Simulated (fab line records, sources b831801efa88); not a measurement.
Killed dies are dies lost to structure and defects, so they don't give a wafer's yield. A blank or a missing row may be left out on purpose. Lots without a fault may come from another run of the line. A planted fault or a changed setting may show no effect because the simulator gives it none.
One fault seen from 2 desks | flow sky130 | each desk has only its own numbers; what lay behind them comes last

THE METROLOGY DESK
What the gauges read, lot by lot, whatever tool the lot ran on: means of the sampled wafers that have a number. A lot is out of limits, marked OUT, if its mean lies more than 4 standard deviations from the usual mean; the brackets give that distance.
Columns: A = NWELL_RS at SKY_NWELL_RS_MEAS_29, usual 624.6 ohm/sq; B = cd_nm at SKY_METAL1_CD_MEAS_15, usual 139.8 nm; C = METAL2_ALCU_THK at SKY_METAL2_THK_MEAS_06, usual 250.8 nm
lot  | first seen here | A               | B     | C
L749 | day 5 21:20     | 625.2           | 139.0 | 248.8
L750 | day 5 21:55     | 625.1           | 143.3 | 247.9
L751 | day 6 04:29     | 627.0           | 139.8 | 249.2
L753 | day 6 12:40     | 625.0           | 136.5 | 249.8
L754 | day 6 18:56     | 625.4           | 140.6 | 250.9
L757 | day 7 12:22     | 622.3           | 137.0 | 254.2
L762 | day 9 02:51     | 642.5 (+12) OUT | 138.4 | 250.3
L763 | day 9 07:01     | 640.9 (+11) OUT | 140.1 | 248.2
L765 | day 9 14:26     | 625.1           | 140.2 | 250.2
L767 | day 10 05:58    | 625.5           | 141.4 | 250.9
L769 | day 10 16:48    | 624.5           | 139.7 | 251.0
L771 | day 11 02:23    | 624.7           | 141.5 | 249.9
This desk's finding: out of limits on L762, L763; first on L762, day 9 02:51 (NWELL_RS at SKY_NWELL_RS_MEAS_29). In limits: L749, L750, L751, L753, L754, L757, L765, L767, L769, L771.

THE TOOL OWNER'S DESK: implanter-04
The tool's own readings at SKY_NWELL_IMPLANT_11: means of the sampled wafers that have a number, for each lot that ran on this tool. A lot is out of limits, marked OUT, if its mean lies more than 4 standard deviations from the usual mean; the brackets give that distance.
Columns: A = beam_energy_keV at SKY_NWELL_IMPLANT_11, usual 399.96; B = dose_ions_cm2 at SKY_NWELL_IMPLANT_11, usual 1.9002e+13; C = faraday_current_uA at SKY_NWELL_IMPLANT_11, usual 107.2
lot  | first seen here | A                        | B          | C
L750 | day 5 03:57     | 400.01                   | 1.9006e+13 | 106.1
L751 | day 5 10:25     | 399.94                   | 1.8993e+13 | 109.3
L754 | day 5 22:56     | 399.96                   | 1.9010e+13 | 106.6
L762 | day 8 04:44     | 358.46 (-99 or more) OUT | 1.9004e+13 | 106.3
L763 | day 8 09:24     | 358.55 (-99 or more) OUT | 1.9002e+13 | 107.1
This desk's finding: out of limits on L762, L763; first on L762, day 8 04:44 (beam_energy_keV at SKY_NWELL_IMPLANT_11). In limits: L750, L751, L754.

PUT TOGETHER
The tool owner's desk could have raised an alarm at day 8 04:44, on L762, L763.
The metrology desk could have raised an alarm at day 9 02:51, on L762, L763.
Of the lots named, all ran SKY_NWELL_IMPLANT_11 on implanter-04.

WHAT THE SIMULATOR HAD PUT IN
Process parameter drift: implanter-04, from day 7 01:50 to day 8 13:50, at SKY_NWELL_IMPLANT_11. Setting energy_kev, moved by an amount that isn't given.
Lots struck among those shown: L762, L763.
Hours from the fault's start to each desk's first reading out of limits: the tool owner's desk, 27; the metrology desk, 49.
